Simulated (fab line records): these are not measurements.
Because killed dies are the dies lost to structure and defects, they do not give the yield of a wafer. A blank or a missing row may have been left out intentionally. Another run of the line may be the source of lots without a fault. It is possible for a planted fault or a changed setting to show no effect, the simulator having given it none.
Code-filled problem report in 8D (eight disciplines) form + flow gf180mcu + the parts of the form that need people (team, actions taken, sign-off) are left out

== 1. THE ISSUE ==
cdNm at GF_NSD_CD_MEAS_07 reads a mean of 305.8 nm on 4 wafers of 2 lots; wafers without a fault read 400.2 nm with a standard deviation of 2. That puts it -47 standard deviations away from the usual mean.
The step: target cd 400 nm.
First observed at day 20 19:49: wafer L588.1, on cdSem-02. Wafers with a number at this step in the record: 40, from 14 lots. By rule, "out" or "out of limits" means more than 4 standard deviations away from the usual mean. The other wafers with a number count as sound.

== 2. WHAT IT IS, WHAT IT ISN'T ==
| question                    | is                     | is not                                                                 |
|-----------------------------|------------------------|------------------------------------------------------------------------|
| which readings at this step | cdNm                   | -                                                                      |
| which lots                  | L588, L590             | L567, L568, L570, L571, L572, L574, L575, L576, L577, L578, L579, L580 |
| which wafers of those lots  | all that have a number | -                                                                      |
| read on which gauges        | cdSem-02               | cdSem-01                                                               |
| when                        | from day 20 19:49      | up to then (36 sound wafers)                                           |

== 3. WHAT RULES OUT EACH SUSPECT ==
Counting: a tool at any process step up to the reading remains a suspect when it ran all the lots that are out and ran no sound lot after the first of those.
- the gauge at GF_NSD_CD_MEAS_07: kept. All the wafers that are out were read on cdSem-02, and no step on other tools shows them out.
- lithoTrack-03 at GF_NSD_DEVELOP_06 (develop time 60 s): kept. Every lot that is out went through it, starting with L588 (day 20 19:40), and after that it ran no sound lot; the last sound lot it ran before then is L579 (day 17 21:07).
Remaining after the count are lithoTrack-03 at GF_NSD_DEVELOP_06 and cdSem-02 at GF_NSD_CD_MEAS_07.

== 4. THE CAUSE (what the simulator had put in) ==
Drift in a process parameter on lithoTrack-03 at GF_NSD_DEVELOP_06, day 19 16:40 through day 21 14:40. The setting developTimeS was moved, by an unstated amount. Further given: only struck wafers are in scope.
Counting leaves 2 suspects; this tool is one of them.

== 5. SEQUENCE OF EFFECTS, ordered by route ==
Each row: a reading where the mean over the struck wafers with a number is more than 3 standard deviations away from the usual. Only readings whose record carries a usual standard deviation are examined. hours: median over the lots of the time between each lot's start at the first step of this table that gives one and its start at this step. sigmas: the change, counted in usual standard deviations.
| hours | step              | reading | usual    | on struck wafers | change | sigmas |
|-------|-------------------|---------|----------|------------------|--------|--------|
| 0     | GF_NSD_CD_MEAS_07 | cdNm    | 400.2 nm | 305.8            | -94.4  | -47    |

== 6. HOW IT WOULD HAVE BEEN CAUGHT EARLIER ==
In this record the first reading out of limits at a measuring or inspecting step was taken at day 20 19:49, 27 hours after the fault began at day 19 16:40.
Lots out: 2; of these, L590 started GF_NSD_DEVELOP_06 on lithoTrack-03 after day 20 19:49. A hold on the tool at that time would have spared it.
